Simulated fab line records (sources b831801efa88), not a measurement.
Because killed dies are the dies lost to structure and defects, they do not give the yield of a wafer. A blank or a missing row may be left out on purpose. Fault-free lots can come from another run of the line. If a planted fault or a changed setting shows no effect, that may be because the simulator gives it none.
fab line records + flow sky130
record:
- lots: 14
- wafers: 42
- last_day: 50
route steps=708 shown SONOS_TUNNEL@160 SONOS_ONO@169
lots that met no fault: from a run of the same line without faults
start_h: hours from the record's opening day to when the first of the lot's shown wafers began + wait_h: hours from the lot's prior step to this one + " identical to the entry in the row above + L1.1+2: a row that stands for several wafers + - no value present, or no start provided + * or withheld: withheld + < > ~ a bound
route shown NAME@n: names a module that has steps shown in the file, with the first one's number in the route + usual: the fault-free wafers' mean and standard deviation + same: alike in all rows + chamber/n: place in a boat + sites: readings site by site + _std_site: how widely they spread, as a standard deviation + _edge_site: the outer-site mean with the inner-site mean subtracted + radius_mm: how far each site lies from the wafer's centre + mask NAME#n: copy n + behind: the most recent tool/chamber to have shaped the wafer + hold: why the lot went on hold/how many hours it stayed there/how the hold came to an end + device: the n, p or np transistor that did not switch + end of line: the same wafers' tests at the end of the route + where a step has no rows: the recipe by itself + killed: count of dies lost to structure and defects at first sort (not the wafer's yield) + map: shows each die of a wafer: x if killed, . if not, _ if none is there
set.NAME: the setting as run; set.NAME@STEP: as run at that earlier step + model.NAME: the simulator's own value behind a step, which no gauge read
steps of the route over a sample of lots; a table a step, a row a wafer
== steps ==
step: SKY_SONOS_TUNNEL_DEVELOP_06
recipe:
- resist: NOVOLAK
- developer: TMAH
- develop_time_s: 60
- dev_temp_c: 23.46
usual:
- chill_plate_temp_C: 23.01/0.1
- develop_time_s: 60/0
- exhaust_pa: 45.0/0.89
| lot.wafer | tool           | chamber | start_h | wait_h | chill_plate_temp_C | develop_time_s | exhaust_pa |
|-----------|----------------|---------|---------|--------|--------------------|----------------|------------|
| L433.3    | litho_track-03 | 0       | 246.03  | 0.1    | 23.15              | 60             | 44.9       |
| L433.5    | "              | 0       | "       | "      | 23.02              | 60             | 43.0       |
| L433.6    | "              | 0       | "       | "      | 22.95              | 60             | 44.0       |
| L435.1    | litho_track-03 | 0       | 264.18  | 0.1    | 22.80              | 60             | 46.1       |
| L435.4    | "              | 0       | "       | "      | 22.90              | 60             | 47.2       |
| L435.5    | "              | 0       | "       | "      | 23.10              | 60             | 46.3       |
| L436.2    | litho_track-02 | 0       | 275.05  | 0.1    | 23.10              | 60             | 42.9       |
| L436.5    | "              | 0       | "       | "      | 23.03              | 60             | 44.9       |
| L436.6    | "              | 0       | "       | "      | 22.93              | 60             | 43.1       |
| L437.3    | litho_track-01 | 0       | 284.61  | 0.1    | 22.85              | 60             | 44.9       |
| L437.5    | "              | 0       | "       | "      | 23.04              | 60             | 46.1       |
| L437.6    | "              | 0       | "       | "      | 22.98              | 60             | 43.9       |
| L439.3    | litho_track-03 | 0       | 297.13  | 0.1    | 22.99              | 60             | 45.3       |
| L439.4    | "              | 0       | "       | "      | 23.11              | 60             | 44.9       |
| L439.6    | "              | 0       | "       | "      | 23.02              | 60             | 43.7       |
| L441.1    | litho_track-01 | 0       | 314.21  | 0.1    | 22.86              | 60             | 45.2       |
| L441.5    | "              | 0       | "       | "      | 23.08              | 60             | 43.5       |
| L441.6    | "              | 0       | "       | "      | 23.08              | 60             | 45.2       |
| L442.1    | litho_track-01 | 0       | 319.31  | 0.1    | 23.03              | 60             | 45.7       |
| L442.2    | "              | 0       | "       | "      | 23.09              | 60             | 45.4       |
| L442.4    | "              | 0       | "       | "      | 23.00              | 60             | 45.8       |
| L444.2    | litho_track-03 | 0       | 336.45  | 0.1    | 22.99              | 60             | 45.9       |
| L444.3    | "              | 0       | "       | "      | 23.07              | 60             | 44.6       |
| L444.4    | "              | 0       | "       | "      | 23.04              | 60             | 46.3       |
| L445.4    | litho_track-02 | 0       | 356.60  | 0.1    | 22.88              | 60             | 45.4       |
| L445.5    | "              | 0       | "       | "      | 22.90              | 60             | 44.7       |
| L445.6    | "              | 0       | "       | "      | 22.96              | 60             | 44.7       |
| L447.2    | litho_track-01 | 0       | 370.19  | 0.1    | 22.97              | 60             | 44.9       |
| L447.3    | "              | 0       | "       | "      | 23.00              | 60             | 44.3       |
| L447.5    | "              | 0       | "       | "      | 23.16              | 60             | 45.1       |
| L449.1    | litho_track-03 | -       | 377.42  | 0.1    | -                  | -              | -          |
| L449.2    | "              | -       | "       | "      | -                  | -              | -          |
| L449.4    | "              | -       | "       | "      | -                  | -              | -          |
| L450.1    | litho_track-03 | -       | 381.17  | 0.1    | -                  | -              | -          |
| L450.3    | "              | -       | "       | "      | -                  | -              | -          |
| L450.4    | "              | -       | "       | "      | -                  | -              | -          |
| L452.2    | litho_track-03 | 0       | 402.30  | 0.1    | 22.97              | 60             | 44.9       |
| L452.5    | "              | 0       | "       | "      | 23.05              | 60             | 43.8       |
| L452.6    | "              | 0       | "       | "      | 22.90              | 60             | 46.1       |
| L456.1    | litho_track-02 | 0       | 431.92  | 0.1    | 23.06              | 60             | 45.0       |
| L456.4    | "              | 0       | "       | "      | 23.07              | 60             | 45.0       |
| L456.6    | "              | 0       | "       | "      | 22.97              | 60             | 46.1       |
step: SKY_SONOS_ONO_THK_MEAS_01
recipe:
- reads: SiO2_of_SONOS_ONO_OXIDATION_00
usual:
- SONOS_ONO_OXIDATION_THK: 2.58/0.06
| lot.wafer | tool          | chamber | start_h | wait_h | SONOS_ONO_OXIDATION_THK[nm] |
|-----------|---------------|---------|---------|--------|-----------------------------|
| L433.3    | film_metro-01 | -       | 248.47  | 0.0    | 2.61                        |
| L433.5    | "             | -       | "       | "      | 2.66                        |
| L433.6    | "             | -       | "       | "      | 2.69                        |
| L435.1    | film_metro-02 | -       | 267.09  | 0.0    | 2.57                        |
| L435.4    | "             | -       | "       | "      | 2.56                        |
| L435.5    | "             | -       | "       | "      | 2.60                        |
| L436.2    | film_metro-04 | -       | 279.63  | 0.0    | 2.46                        |
| L436.5    | "             | -       | "       | "      | 2.56                        |
| L436.6    | "             | -       | "       | "      | 2.55                        |
| L437.3    | film_metro-02 | -       | 289.02  | 0.0    | 2.57                        |
| L437.5    | "             | -       | "       | "      | 2.56                        |
| L437.6    | "             | -       | "       | "      | 2.57                        |
| L439.3    | film_metro-04 | -       | 300.81  | 0.0    | 2.62                        |
| L439.4    | "             | -       | "       | "      | 2.56                        |
| L439.6    | "             | -       | "       | "      | 2.57                        |
| L441.1    | film_metro-01 | -       | 316.35  | 0.0    | 2.53                        |
| L441.5    | "             | -       | "       | "      | 2.57                        |
| L441.6    | "             | -       | "       | "      | 2.53                        |
| L442.1    | film_metro-04 | -       | 322.28  | 0.0    | 2.65                        |
| L442.2    | "             | -       | "       | "      | 2.52                        |
| L442.4    | "             | -       | "       | "      | 2.60                        |
| L444.2    | film_metro-02 | -       | 338.57  | 0.0    | 2.56                        |
| L444.3    | "             | -       | "       | "      | 2.61                        |
| L444.4    | "             | -       | "       | "      | 2.50                        |
| L445.4    | film_metro-02 | -       | 360.78  | 0.0    | 2.52                        |
| L445.5    | "             | -       | "       | "      | 2.61                        |
| L445.6    | "             | -       | "       | "      | 2.49                        |
| L447.2    | film_metro-02 | -       | 374.11  | 0.0    | 2.50                        |
| L447.3    | "             | -       | "       | "      | 2.55                        |
| L447.5    | "             | -       | "       | "      | 2.52                        |
| L452.2    | film_metro-02 | -       | 404.45  | 0.0    | 2.70                        |
| L452.5    | "             | -       | "       | "      | 2.61                        |
| L452.6    | "             | -       | "       | "      | 2.55                        |
| L456.1    | film_metro-02 | -       | 434.81  | 0.0    | 2.56                        |
| L456.4    | "             | -       | "       | "      | 2.57                        |
| L456.6    | "             | -       | "       | "      | 2.64                        |
step: SKY_SONOS_ONO_THK_MEAS_05
recipe:
- reads: SiO2_of_SONOS_ONO_CVD_04
usual:
- SONOS_ONO_CVD_04_THK: 5.75/0.1
| lot.wafer | tool          | chamber | start_h | wait_h | SONOS_ONO_CVD_04_THK[nm] |
|-----------|---------------|---------|---------|--------|--------------------------|
| L433.3    | film_metro-02 | -       | 250.89  | 0.0    | 5.61                     |
| L433.5    | "             | -       | "       | "      | 5.74                     |
| L433.6    | "             | -       | "       | "      | 5.68                     |
| L435.1    | film_metro-04 | -       | 270.14  | 0.0    | 5.93                     |
| L435.4    | "             | -       | "       | "      | 5.89                     |
| L435.5    | "             | -       | "       | "      | 5.87                     |
| L436.2    | film_metro-01 | -       | 282.91  | 0.0    | 5.86                     |
| L436.5    | "             | -       | "       | "      | 5.80                     |
| L436.6    | "             | -       | "       | "      | 5.85                     |
| L437.3    | film_metro-02 | -       | 292.44  | 0.0    | 5.82                     |
| L437.5    | "             | -       | "       | "      | 5.81                     |
| L437.6    | "             | -       | "       | "      | 5.79                     |
| L439.3    | film_metro-02 | -       | 303.67  | 0.0    | 5.79                     |
| L439.4    | "             | -       | "       | "      | 5.72                     |
| L439.6    | "             | -       | "       | "      | 5.70                     |
| L441.1    | film_metro-02 | -       | 319.69  | 0.0    | 5.67                     |
| L441.5    | "             | -       | "       | "      | 5.56                     |
| L441.6    | "             | -       | "       | "      | 5.69                     |
| L442.1    | film_metro-02 | -       | 330.63  | 0.0    | 5.80                     |
| L442.2    | "             | -       | "       | "      | 5.94                     |
| L442.4    | "             | -       | "       | "      | 5.91                     |
| L444.2    | film_metro-02 | -       | 341.26  | 0.0    | 5.75                     |
| L444.3    | "             | -       | "       | "      | 5.55                     |
| L444.4    | "             | -       | "       | "      | 5.55                     |
| L445.4    | film_metro-02 | -       | 364.31  | 0.0    | 5.88                     |
| L445.5    | "             | -       | "       | "      | 5.96                     |
| L445.6    | "             | -       | "       | "      | 5.84                     |
| L447.2    | film_metro-01 | -       | 378.39  | 0.0    | 5.82                     |
| L447.3    | "             | -       | "       | "      | 5.84                     |
| L447.5    | "             | -       | "       | "      | 5.81                     |
| L452.2    | film_metro-01 | -       | 406.87  | 0.0    | 5.70                     |
| L452.5    | "             | -       | "       | "      | 5.78                     |
| L452.6    | "             | -       | "       | "      | 5.75                     |
| L456.1    | film_metro-02 | -       | 437.23  | 0.0    | 5.75                     |
| L456.4    | "             | -       | "       | "      | 5.68                     |
| L456.6    | "             | -       | "       | "      | 5.77                     |
step: SKY_SONOS_ONO_CD_MEAS_13
recipe:
- target_cd_nm: 410
usual:
- cd_nm: 409.7/2.3
| lot.wafer | tool      | chamber | start_h | wait_h | cd_nm |
|-----------|-----------|---------|---------|--------|-------|
| L433.3    | cd_sem-01 | -       | 275.14  | 0.1    | 412.0 |
| L433.5    | "         | -       | "       | "      | 411.4 |
| L433.6    | "         | -       | "       | "      | 415.2 |
| L435.1    | cd_sem-01 | -       | 294.45  | 0.1    | 406.4 |
| L435.4    | "         | -       | "       | "      | 406.5 |
| L435.5    | "         | -       | "       | "      | 407.2 |
| L436.2    | cd_sem-01 | -       | 307.28  | 0.1    | 409.3 |
| L436.5    | "         | -       | "       | "      | 408.1 |
| L436.6    | "         | -       | "       | "      | 408.4 |
| L437.3    | cd_sem-02 | -       | 317.84  | 0.1    | 409.4 |
| L437.5    | "         | -       | "       | "      | 410.3 |
| L437.6    | "         | -       | "       | "      | 408.7 |
| L439.3    | cd_sem-01 | -       | 329.45  | 0.1    | 412.5 |
| L439.4    | "         | -       | "       | "      | 410.7 |
| L439.6    | "         | -       | "       | "      | 411.4 |
| L441.1    | cd_sem-01 | -       | 346.60  | 0.1    | 405.6 |
| L441.5    | "         | -       | "       | "      | 406.4 |
| L441.6    | "         | -       | "       | "      | 406.7 |
| L442.1    | cd_sem-02 | -       | 357.89  | 0.1    | 406.2 |
| L442.2    | "         | -       | "       | "      | 408.4 |
| L442.4    | "         | -       | "       | "      | 407.1 |
| L444.2    | cd_sem-02 | -       | 369.38  | 0.1    | 404.3 |
| L444.3    | "         | -       | "       | "      | 406.0 |
| L444.4    | "         | -       | "       | "      | 405.6 |
| L445.4    | cd_sem-02 | -       | 391.87  | 0.1    | 413.0 |
| L445.5    | "         | -       | "       | "      | 414.3 |
| L445.6    | "         | -       | "       | "      | 413.8 |
| L447.2    | cd_sem-01 | -       | 407.38  | 0.1    | 407.2 |
| L447.3    | "         | -       | "       | "      | 408.4 |
| L447.5    | "         | -       | "       | "      | 410.4 |
| L452.2    | cd_sem-01 | -       | 437.08  | 0.1    | 410.9 |
| L452.5    | "         | -       | "       | "      | 409.8 |
| L452.6    | "         | -       | "       | "      | 410.1 |
| L456.1    | cd_sem-01 | -       | 467.81  | 0.1    | 407.9 |
| L456.4    | "         | -       | "       | "      | 410.8 |
| L456.6    | "         | -       | "       | "      | 412.0 |
== key ==
first_sign:
- step: SKY_SONOS_TUNNEL_DEVELOP_06
- reading: tool_record
- direction: missing
effect none on later readings
met_at SKY_SONOS_TUNNEL_DEVELOP_06
struck_lots L449,L450
later_rows_left_out L449.1,L449.2,L449.4,L450.1,L450.3,L450.4
sort_left_out L449.1,L449.2,L449.4,L450.1,L450.3,L450.4
tester_left_out L449,L450
not_acting_at SKY_SONOS_ONO_THK_MEAS_01,SKY_SONOS_ONO_THK_MEAS_05,SKY_SONOS_ONO_CD_MEAS_13
onset_between 336.45 377.42
fault:
- kind: skipped_step_whole
- tool: litho_track-03
- chamber: -
- onset_h: 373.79
- steps: SKY_SONOS_TUNNEL_DEVELOP_06
- scope: struck_lots_only
tester_left_out: of these lots the tester's yield and bins aren't shown, on N5 and GAA mostly nor the transistor test; their killed dies are dies lost to structure and defects alone, not to doping, threshold or leakage, so they don't give the yield
sort_left_out: the simulated sort isn't trusted on such a fault, so these wafers' sort isn't shown, and their yield isn't known
later_rows_left_out: the simulator's readings of these wafers behind a module that went badly wrong aren't trusted and aren't shown, but for the sort
